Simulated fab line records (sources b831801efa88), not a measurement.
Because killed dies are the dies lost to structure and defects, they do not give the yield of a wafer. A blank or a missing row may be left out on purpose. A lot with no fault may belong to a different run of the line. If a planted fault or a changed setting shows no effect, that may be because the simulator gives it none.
Chamber matching | flow gf180mcu | cmp-02 running GF_V2_CMP_04: 4 sister chambers
The step polishes SiO2. 8 wafers are shown with their chamber, then 10 later ones without.

== WAFERS, EACH WITH ITS CHAMBER ==
wafer  | chamber | motorCurrentA (A) | timeToEndpointS (s)
L383.1 | 2       | 13.2              | 88
L383.2 | 3       | 12.0              | 82
L383.5 | 2       | 12.7              | 89
L389.2 | 3       | 12.1              | 81
L389.3 | 0       | 10.7              | 88
L389.5 | 1       | 12.8              | 81
L393.1 | 1       | 12.3              | 74
L393.5 | 0       | 10.5              | 90

== WAFERS WITHOUT THEIR CHAMBER ==
wafer  | motorCurrentA (A) | timeToEndpointS (s)
L393.6 | 11.9              | 87
L394.1 | 11.9              | 85
L394.4 | 12.3              | 95
L394.5 | 11.3              | 81
L395.4 | 11.5              | 90
L395.5 | 11.8              | 86
L395.6 | 10.6              | 88
L397.1 | 11.6              | 75
L397.3 | 12.9              | 81
L397.5 | 10.8              | 92

== WHICH CHAMBER EACH ONE RAN IN ==
wafer  | from the rows above          | in truth
L393.6 | can't be placed: 3 or 2      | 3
L394.1 | 3                            | 3
L394.4 | can't be placed: 2 or 3      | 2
L394.5 | can't be placed: 3 or 0      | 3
L395.4 | can't be placed: 0 or 3      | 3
L395.5 | 3                            | 3
L395.6 | 0                            | 0
L397.1 | can't be placed: 3 or 1      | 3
L397.3 | can't be placed: 1 or 2 or 3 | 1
L397.5 | 0                            | 0
Correct placement for 4 of the 10. From these rows, 6 cannot be placed; in 6 the true chamber is one of the candidates. 0 placed wrongly.
How it was worked out, from the rows above alone: a wafer's distance from a chamber is the root of the sum, over the readings, of the square of ((its reading less the chamber's mean) divided by the reading's scatter). If the next closest chamber is less than 2 further off than the closest, the wafer can't be placed; otherwise it belongs to the closest. A chamber's mean is the mean of its shown wafers. The scatter: take each reading less its chamber's mean, square it, sum over the shown wafers, divide by the number of wafers less the number of chambers, and take the root.
